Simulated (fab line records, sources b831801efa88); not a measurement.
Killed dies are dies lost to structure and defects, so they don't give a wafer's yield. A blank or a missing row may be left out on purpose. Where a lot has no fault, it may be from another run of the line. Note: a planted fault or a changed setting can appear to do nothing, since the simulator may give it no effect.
Struck lot and sound lot, side by side + flow sky130 + 21 steps out of a route of 708
Sound: the wafers L803.1, L803.2, L803.3. The struck wafers were L821.2, L821.5, L821.6. At the end, the cause is stated.
Each step with rows lists, per side, the tool, then ch with its chambers, then its first start. Under that, the readings that differ: sound wafers + struck wafers + difference of the means + sigmas: that difference in standard deviations of wafers without a fault.
alike: readings whose means differ by less than 2 such deviations, and words and numbers that are the same on both sides. not compared: withheld readings, readings that some wafer has no value for, bounds like >300 that may hide the same value, and numbers for which the record gives no deviation and whose values overlap.
A row with sigmas, a row that says differs or no value, or rows on one side alone: a step with any of these is where the two part. Non-overlapping numbers with no deviation appear without sigmas and do not part them. A reading missing from all wafers of one side parts the sides only when that side holds two or more wafers.

first, 8 steps without rows for these wafers: SKY_DNWELL_DEHYDRATE_00 (time 60 s); SKY_DNWELL_HMDS_01 (prime time 60 s); SKY_DNWELL_COAT_02 (resist thk 3000 nm); SKY_DNWELL_SOFTBAKE_03; SKY_DNWELL_EXPOSE_04 (exposes mask DNM, target cd 3000 nm); SKY_DNWELL_PEB_05; SKY_DNWELL_DEVELOP_06 (develop time 60 s); SKY_DNWELL_IMPLANT_07.
SKY_DNWELL_STRIP_08: strips in O2/N2.
  sound on plasma asher-04 ch 0,1, day 3 05:41; struck on plasma asher-04 ch 0,1, day 7 12:58
  alike: drypump motor current A, oes product au, strip time to endpoint s
  not compared: rf hours counter h
SKY_DNWELL_TW_MEAS_09:
  struck on film metro-03, day 7 13:05; sound on film metro-01, day 3 05:47
  alike: DNWELL_TW
then, 2 steps without rows for these wafers: SKY_PWDE_DEHYDRATE_00 (time 60 s); SKY_PWDE_HMDS_01 (prime time 60 s).
SKY_PWDE_COAT_02: resist thk 3000 nm.
  sound on litho track-02 ch 0, day 3 13:16; struck on litho track-04 ch 0, day 7 22:15
| reading                                | sound          | struck            | difference | sigmas |
|----------------------------------------|----------------|-------------------|------------|--------|
| model.coat_of_PWDE_COAT_02.thk nm (nm) | 3015 3008 3006 | 658.7 657.5 657.8 | -2351.7    |        |
then, 3 steps without rows for these wafers: SKY_PWDE_SOFTBAKE_03; SKY_PWDE_EXPOSE_04 (exposes mask PWDEM, target cd 840 nm); SKY_PWDE_PEB_05.
SKY_PWDE_DEVELOP_06: develop time 60 s.
  sound: litho track-01 ch 0; struck: litho track-02 ch 0
| reading                                | sound          | struck            | difference | sigmas |
|----------------------------------------|----------------|-------------------|------------|--------|
| model.coat_of_PWDE_COAT_02.thk nm (nm) | 3010 3003 3002 | 654.4 653.2 653.6 | -2351.3    |        |
  alike: developer temp C
SKY_PWDE_OVL_MEAS_07:
  struck on overlay-01, day 8 08:47; sound on overlay-01, day 3 21:51
  alike: PWDE_OVL
next, for these wafers, 1 step has no rows: SKY_PWDE_IMPLANT_08.
SKY_PWDE_STRIP_09: strips in O2/N2.
  sound on plasma asher-01 ch 0,1, day 3 22:02; struck on plasma asher-01 ch 0,1, day 8 08:58
| reading                      | sound             | struck            | difference | sigmas      |
|------------------------------|-------------------|-------------------|------------|-------------|
| oes product au (a.u.)        | 0.721 0.728 0.728 | 0.608 0.618 0.619 | -0.111     | -25         |
| strip time to endpoint s (s) | 37.07 37.00 36.98 | 9.14 9.09 9.14    | -27.89     | -99 or more |
  alike: drypump motor current A
  not compared: rf hours counter h
SKY_PWDE_TW_MEAS_10:
  struck on film metro-04, day 8 09:04; sound on film metro-01, day 3 22:08
| reading | sound             | struck            | difference | sigmas |
|---------|-------------------|-------------------|------------|--------|
| PWDE_TW | 372.6 370.6 371.4 | 376.6 377.6 377.1 | +5.6       | +2     |

## WHERE THEY PART
First at SKY_PWDE_STRIP_09; last, within this record, at SKY_PWDE_TW_MEAS_10.

WHY: the cause the simulator had injected
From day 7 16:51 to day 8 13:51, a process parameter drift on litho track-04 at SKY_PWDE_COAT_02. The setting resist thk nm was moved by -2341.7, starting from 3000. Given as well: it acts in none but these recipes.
